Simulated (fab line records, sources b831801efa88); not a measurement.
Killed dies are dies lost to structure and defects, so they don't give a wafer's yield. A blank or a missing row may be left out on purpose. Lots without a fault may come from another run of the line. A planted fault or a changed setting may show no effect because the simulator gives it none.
Which tool did it? | flow gf180mcu | 14 lots, 42 wafers sampled, at 4 steps of a route of 602

WHAT THE GAUGES READ, wafer by wafer
GF_STI_CD_MEAS_12: target cd 220 nm. Usual: cd_nm 220.1 nm, standard deviation 1.3.
lot  | measured    | on        | cd_nm (nm)        | flag
L345 | day 2 05:52 | cd_sem-02 | 220.4 219.9 220.3 |
L347 | day 2 16:44 | cd_sem-01 | 220.0 219.6 221.6 |
L349 | day 3 02:55 | cd_sem-02 | 219.8 218.2 219.3 |
L350 | day 3 08:10 | cd_sem-02 | 220.8 220.2 221.6 |
L351 | day 3 12:50 | cd_sem-02 | 221.0 221.4 220.1 |
L355 | day 4 11:34 | cd_sem-01 | 219.2 219.6 219.7 |
L356 | day 4 14:56 | cd_sem-01 | 221.6 220.6 219.0 |
L358 | day 5 04:47 | cd_sem-01 | 223.8 220.7 220.6 |
L360 | day 5 14:01 | cd_sem-01 | 218.8 218.0 218.7 |
L361 | day 5 17:07 | cd_sem-01 | 219.7 222.2 219.4 |
L362 | day 5 22:08 | cd_sem-02 | 221.4 221.1 220.3 |
L365 | day 6 12:49 | cd_sem-02 | 219.2 220.4 220.4 |
L366 | day 6 19:52 | cd_sem-02 | 220.5 219.8 220.5 |
L367 | day 7 00:17 | cd_sem-02 | 218.6 219.5 219.5 |

GF_STI_THK_MEAS_22. Usual: STI_OXIDATION_01_THK 15.0 nm, standard deviation 0.31.
lot  | measured    | on            | STI_OXIDATION_01_THK (nm) | flag
L345 | day 2 07:42 | film_metro-04 | 15.0 15.2 15.2            |
L347 | day 2 19:19 | film_metro-04 | 15.2 15.4 15.4            |
L349 | day 3 06:11 | film_metro-02 | 14.4 14.2 14.3            |
L350 | day 3 10:00 | film_metro-02 | 14.6 14.9 14.6            |
L351 | day 3 15:00 | film_metro-03 | 15.4 15.3 15.1            |
L355 | day 4 13:25 | film_metro-02 | 15.3 15.5 15.6            |
L356 | day 4 17:22 | film_metro-03 | 14.9 14.8 14.8            |
L358 | day 5 06:38 | film_metro-03 | 14.5 14.4 14.6            |
L360 | day 5 16:39 | film_metro-02 | 14.6 14.8 14.7            |
L361 | day 5 20:16 | film_metro-03 | 15.0 15.2 15.2            |
L362 | day 6 00:01 | film_metro-03 | 15.0 15.2 15.2            |
L365 | day 6 14:42 | film_metro-03 | 15.0 15.2 15.1            |
L366 | day 7 01:29 | film_metro-03 | 15.0 14.9 14.9            |
L367 | day 7 07:01 | film_metro-03 | 15.3 15.5 15.6            |

WHICH TOOL RAN EACH LOT (tool, then ch and the chambers of the sampled wafers, then the start)
lot  | GF_STI_PEB_10                    | GF_STI_ETCH_14
L345 | litho_track-04 ch 0, day 2 05:31 | rie_si-01 ch 1,2, day 2 06:02
L347 | litho_track-02 ch 0, day 2 16:23 | rie_si-01 ch 0,2,3, day 2 16:56
L349 | litho_track-04 ch 0, day 3 02:34 | rie_si-02 ch 0,2, day 3 03:05
L350 | litho_track-02 ch 0, day 3 07:49 | rie_si-02 ch 0,1,2, day 3 08:20
L351 | litho_track-04 ch 0, day 3 12:29 | rie_si-01 ch 0,1,2, day 3 13:02
L355 | litho_track-01 ch 0, day 4 11:13 | rie_si-02 ch 0,2,3, day 4 11:46
L356 | litho_track-04 ch 0, day 4 14:36 | rie_si-02 ch 0,2,3, day 4 15:05
L358 | litho_track-04 ch 0, day 5 04:27 | rie_si-02 ch 1,2, day 5 04:56
L360 | litho_track-02 ch 0, day 5 13:40 | rie_si-01 ch 0,1, day 5 14:11
L361 | litho_track-01 ch 0, day 5 16:47 | rie_si-01 ch 1,2, day 5 17:16
L362 | litho_track-02 ch 0, day 5 21:47 | rie_si-01 ch 1,2, day 5 22:20
L365 | litho_track-02 ch 0, day 6 12:28 | rie_si-02 ch 1,3, day 6 12:59
L366 | litho_track-01 ch 0, day 6 19:31 | rie_si-02 ch 1,3, day 6 20:04
L367 | litho_track-02 ch 0, day 6 23:56 | rie_si-01 ch 0,2, day 7 00:29
- GF_STI_PEB_10: peb time 90 s.
- GF_STI_ETCH_14: etches Si in HBr/Cl2/O2, target depth 360 nm, time 102.9 s.

WHAT THE TOOLS THEMSELVES READ (means of the sampled wafers that have a number; where no wafer has one, the mark that the record gives instead)
GF_STI_PEB_10. Usual: heater_power_total_W 85.69 W, standard deviation 0.083.
lot  | tool           | heater_power_total_W (W) | flag
L345 | litho_track-04 | 85.78                    |
L347 | litho_track-02 | 85.76                    |
L349 | litho_track-04 | 85.66                    |
L350 | litho_track-02 | 85.73                    |
L351 | litho_track-04 | 85.65                    |
L355 | litho_track-01 | 85.66                    |
L356 | litho_track-04 | 86.70                    | OFF
L358 | litho_track-04 | 86.17                    | OFF
L360 | litho_track-02 | 85.65                    |
L361 | litho_track-01 | 85.70                    |
L362 | litho_track-02 | 85.74                    |
L365 | litho_track-02 | 85.74                    |
L366 | litho_track-01 | 85.75                    |
L367 | litho_track-02 | 85.73                    |

GF_STI_ETCH_14. Usual: drypump_motor_current_A 5.9 A, standard deviation 0.55; oes_product_au 0.998 a.u., standard deviation 0.0096; throttle_valve_pct 25.658 %, standard deviation 0.0099.
lot  | tool      | drypump_motor_current_A (A) | oes_product_au (a.u.) | throttle_valve_pct (%) | flag
L345 | rie_si-01 | 6.2                         | 0.993                 | 25.658                 |
L347 | rie_si-01 | 5.4                         | 1.007                 | 25.655                 |
L349 | rie_si-02 | 5.5                         | 0.991                 | 25.659                 |
L350 | rie_si-02 | 5.9                         | 0.995                 | 25.663                 |
L351 | rie_si-01 | 5.8                         | 1.008                 | 25.651                 |
L355 | rie_si-02 | 5.8                         | 1.001                 | 25.657                 |
L356 | rie_si-02 | 5.9                         | 0.996                 | 25.665                 |
L358 | rie_si-02 | 6.3                         | 0.995                 | 25.658                 |
L360 | rie_si-01 | 5.6                         | 1.003                 | 25.652                 |
L361 | rie_si-01 | 5.9                         | 1.005                 | 25.662                 |
L362 | rie_si-01 | 6.2                         | 0.996                 | 25.660                 |
L365 | rie_si-02 | 6.4                         | 0.987                 | 25.664                 |
L366 | rie_si-02 | 6.5                         | 0.994                 | 25.660                 |
L367 | rie_si-01 | 5.4                         | 0.998                 | 25.663                 |

THE ANSWER, worked out from the rows above alone
Rule: a lot is off if the mean of its wafers that have a number lies more than 3 standard deviations from the usual mean. A lot without any number at a reading at which 4 lots or more have one is off too. The other lots that the step has rows for count as sound. The gauges are gone through in route order, then the tools' own readings, and for those a lot's mean is taken as printed above. The first step at which some lot is off is used, and at that step the reading that is off furthest; a lot without a number counts as furthest.
Off: L356, L358, at GF_STI_PEB_10 (heater_power_total_W).
A tool fits if, at that step or a process step before it, it ran every lot that is off, and no sound lot after the first of them. One fits: litho_track-04 at GF_STI_PEB_10. Its last sound lot is L351 (day 3 12:29), its first lot that is off L356 (day 4 14:36): a fault that began between those two fits.
The tool's own readings at GF_STI_PEB_10 bear it out: on the lots that are off they differ by more than 5 times the standard deviation of the sound lots' means. heater_power_total_W reads 86.44 W there against 85.71 W on the sound lots.

WHAT THE SIMULATOR HAD PUT IN
Process parameter drift: litho_track-04, from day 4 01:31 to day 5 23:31, at GF_STI_PEB_10. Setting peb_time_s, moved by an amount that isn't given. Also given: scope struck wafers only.
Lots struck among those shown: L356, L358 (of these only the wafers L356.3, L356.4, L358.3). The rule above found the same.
